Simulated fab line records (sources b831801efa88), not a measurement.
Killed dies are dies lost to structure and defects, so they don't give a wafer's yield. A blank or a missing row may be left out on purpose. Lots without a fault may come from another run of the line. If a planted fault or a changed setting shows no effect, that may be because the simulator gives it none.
8D (eight disciplines) problem report, filled in by code -- flow sfqLine -- the parts of the form that need people (team, actions taken, sign-off) are left out

== 1. THE PROBLEM ==
Wafers free of any fault read 0.884 ohm/sq (standard deviation 0.012) for M0_NB_RS at SFQ_M0_RS_MEAS_904, against a mean of 0.607 ohm/sq on 2 wafers of 2 lots. That is -23 standard deviations from the usual mean.
The step: measures by four-point-probe.
The first sign was on wafer L598.4 at day 10 02:29, on filmMetro-03. Wafers with a number at this step in the record: 42, from 14 lots. Rule for "out" (also "out of limits"): further than 4 standard deviations from the usual mean. All remaining wafers that have a number are taken as sound.

== 2. WHAT IT IS; WHAT IT IS NOT ==
question,is,is not
which readings at this step,M0_NB_RS,-
which lots,"L598, L601","L580, L581, L583, L584, L586, L589, L590, L591, L592, L597, L600, L603"
which wafers of those lots,"L598.4, L601.1","L598.1, L598.2, L601.4, L601.5"
read on which gauges,"filmMetro-01, filmMetro-03",filmMetro-02
when,from day 10 02:29,"up to then (32 sound wafers); but 8 sound wafers of L600, L601, L603 came after"

== 3. THE SUSPECTS, EACH WITH WHAT RULES IT OUT ==
Counting: if a tool at a process step up to the reading ran every lot that is out, it stays a suspect. Sound lots after the first of them don't rule it out here, since some wafers of a struck lot are sound.
- the gauge at SFQ_M0_RS_MEAS_904 has been ruled out. Those wafers that are out were read across 2 gauges (filmMetro-01, filmMetro-03).
- pvdSputter-04 at SFQ_TRILAYER_M0_DEP_SPUTTER_019 (material Nb, target thk 200 nm, time 133.3 s): kept. Ran every lot that is out, first one L598 (day 10 02:24); last sound lot up to then L592 (day 8 11:11).
Left after counting: pvdSputter-04 at SFQ_TRILAYER_M0_DEP_SPUTTER_019.

== 4. THE CAUSE (what the simulator had put in) ==
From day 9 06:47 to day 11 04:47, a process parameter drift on pvdSputter-04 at SFQ_TRILAYER_M0_DEP_SPUTTER_019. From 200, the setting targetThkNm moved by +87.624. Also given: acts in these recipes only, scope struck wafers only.
Counting left only this tool.

== 5. THE EFFECT CHAIN, in route order ==
Each row: a reading whose mean over the struck wafers that have a number lies more than 3 standard deviations from the usual. Scope: only readings with a usual standard deviation given in the record; hours: median across lots of the time from each lot's start at the first step in this table that gives one to its start at this step; sigmas: change in usual standard deviations.
hours,step,reading,usual,on struck wafers,change,sigmas
0,SFQ_M0_RS_MEAS_904,M0_NB_RS,0.884 ohm/sq,0.607,-0.277,-23
78,SFQ_TRILAYER_M0_ETCH_METAL_ETCH_024,oesProductAu,0.898 a.u.,1.003,+0.105,+12
Its process steps:
- SFQ_TRILAYER_M0_ETCH_METAL_ETCH_024: etches Nb in Cl2/Ar, stops on SiO2, target depth 240 nm, time 120 s.

== 6. WHAT WOULD HAVE CAUGHT IT SOONER ==
The first out-of-limits reading at a measuring or inspecting step in this record came at day 10 02:29, 20 hours after the fault's start at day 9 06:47.
Of the tool readings at SFQ_TRILAYER_M0_DEP_SPUTTER_019 for which the record gives a usual standard deviation, none was out on any struck wafer, so an alarm limit of 4 standard deviations on them would not have fired.
L601, from the lots that are out (2), started SFQ_TRILAYER_M0_DEP_SPUTTER_019 on pvdSputter-04 later than day 10 02:29. Had the tool been put on hold then, it would have been spared.
